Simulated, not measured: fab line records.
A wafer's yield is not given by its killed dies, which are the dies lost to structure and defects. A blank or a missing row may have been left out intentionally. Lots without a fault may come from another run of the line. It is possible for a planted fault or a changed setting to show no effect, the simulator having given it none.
Comparing a struck lot with a sound one | flow sky130 | 15 steps out of a route of 708
Sound: the wafers L956.2, L956.4, L956.6. Struck: wafers L953.2, L953.3, L953.4. Last of all comes the cause.
Per side, at each step with rows, come the tool, then ch with its chambers, and then its first start. Under that, the readings that differ: sound wafers | struck wafers | difference of the means | sigmas: that difference in standard deviations of wafers without a fault.
alike: readings with means less than 2 such deviations apart, plus words and numbers identical on both sides. not compared: withheld readings, readings lacking a value on some wafer, bounds such as >300 that could conceal the same value, and numbers that have no deviation in the record and whose values overlap.
A row with sigmas, a row that says differs or no value, or rows on one side alone: a step with any of these is where the two part. Numbers that don't overlap but have no deviation are shown without sigmas and don't part them. Lack of a reading on every wafer of one side parts them only where that side has two or more wafers.

first, 2 steps without rows for these wafers: SKY_VIA2_ETCH_14 (etches BARC in N2/H2, stops on SiO2, time 45.9 s, target depth 60 nm); SKY_VIA2_ETCH_15 (etches SiO2 in C4F8/O2/Ar, stops on TiN, target depth 546 nm, time 84 s).
SKY_VIA2_STRIP_16: strips in O2/N2.
  sound on plasma_asher-03 ch 1, day 41 05:10; struck on plasma_asher-02 ch 0,1, day 40 12:08
  alike: drypump_motor_current_A, oes_product_au, strip_time_to_endpoint_s
  not compared: rf_hours_counter_h
then, 3 steps without rows for these wafers: SKY_VIA2_STRIP_17 (strips in post etch residue remover, time 1200 s); SKY_VIA2_CLEAN_18 (cleans in IPA, time 180 s); SKY_VIA2_CLEAN_19 (cleans in O3/DIW).
SKY_VIA2_SPUTTER_20: material TiN, target thk 20 nm, time 80 s.
  sound: pvd_sputter-01 at day 41 05:48; struck: pvd_sputter-01 at day 40 12:43
  alike: cathode_dc_power_W, chamber_pressure_pa, throttle_valve_pct
then, 1 step without rows for these wafers: SKY_VIA2_CVD_21 (deposits W, target thk 420 nm, time 126.4 s).
SKY_VIA2_RS_MEAS_22: measurement is done with a four-point probe.
  sound: film_metro-04 at day 41 06:01; struck: film_metro-04 at day 40 12:56
  alike: VIA2_W_RS
SKY_VIA2_THK_MEAS_23: measures by xrf.
  sound: film_metro-04 at day 41 06:07; struck: film_metro-04 at day 40 13:02
  alike: VIA2_W_THK
SKY_VIA2_CMP_24: polishes, stops on SiO2, t overpolish 20 s, target thk 0 nm.
  sound on cmp-01 ch 1,3, day 41 06:13; struck on cmp-01 ch 0,2,3, day 40 13:05
  alike: motor_current_A, overpolish_run_s, time_to_endpoint_s
SKY_METAL3_SPUTTER_00: material Ti, target thk 15 nm, time 10 s.
  sound: pvd_sputter-02 at day 41 06:28; struck: pvd_sputter-03 at day 40 13:23
  alike: cathode_dc_power_W, chamber_pressure_pa, throttle_valve_pct
SKY_METAL3_SPUTTER_01: material TiN, target thk 20 nm, time 16.7 s.
  sound: pvd_sputter-02 at day 41 06:29; struck: pvd_sputter-03 at day 40 13:25
  no value came back on the struck wafers for cathode_dc_power_W (W), chamber_pressure_pa (Pa), throttle_valve_pct (%); on the sound wafers cathode_dc_power_W (W) reads 6500.2 6501.6 6500.3
SKY_METAL3_SPUTTER_02: material AlCu, target thk 735 nm, time 39.1 s.
  sound: pvd_sputter-02 at day 41 06:31; struck: pvd_sputter-03 at day 40 13:26
  alike: cathode_dc_power_W, chamber_pressure_pa, throttle_valve_pct
-- the record jumps here: 8 days lie between the struck wafers' starts before and after (it left off in module METAL3 and takes up again in module PAD_OPEN, whose first step shown is number 708 of the route) --
SKY_PAD_OPEN_PROBE_99:
  sound: prober-01 at day 49 15:05; struck: prober-02 at day 49 00:29
  reading             | sound    | struck   | difference | sigmas
  killed_at_front_end | 23 26 25 | 19 11 11 | -11        | -2
  alike: defect_limited_yield, killed_at_M0_to_M3, killed_at_M4_up, killed_at_contacts, killed_at_other, killed_dies, killed_open, killed_short, sort_bin_3_pad_short, sort_bin_5_function, sort_bin_6_memory, sort_n_pass, sort_yield_pct
  not compared: model.etest.met3.rs_ohm_sq

## WHERE THEY PART
First at SKY_METAL3_SPUTTER_01; last, within this record, at SKY_PAD_OPEN_PROBE_99.

WHY: the cause the simulator had injected
Skipped step whole: pvd_sputter-03, from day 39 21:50 on, at SKY_METAL3_SPUTTER_01. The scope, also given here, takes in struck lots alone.
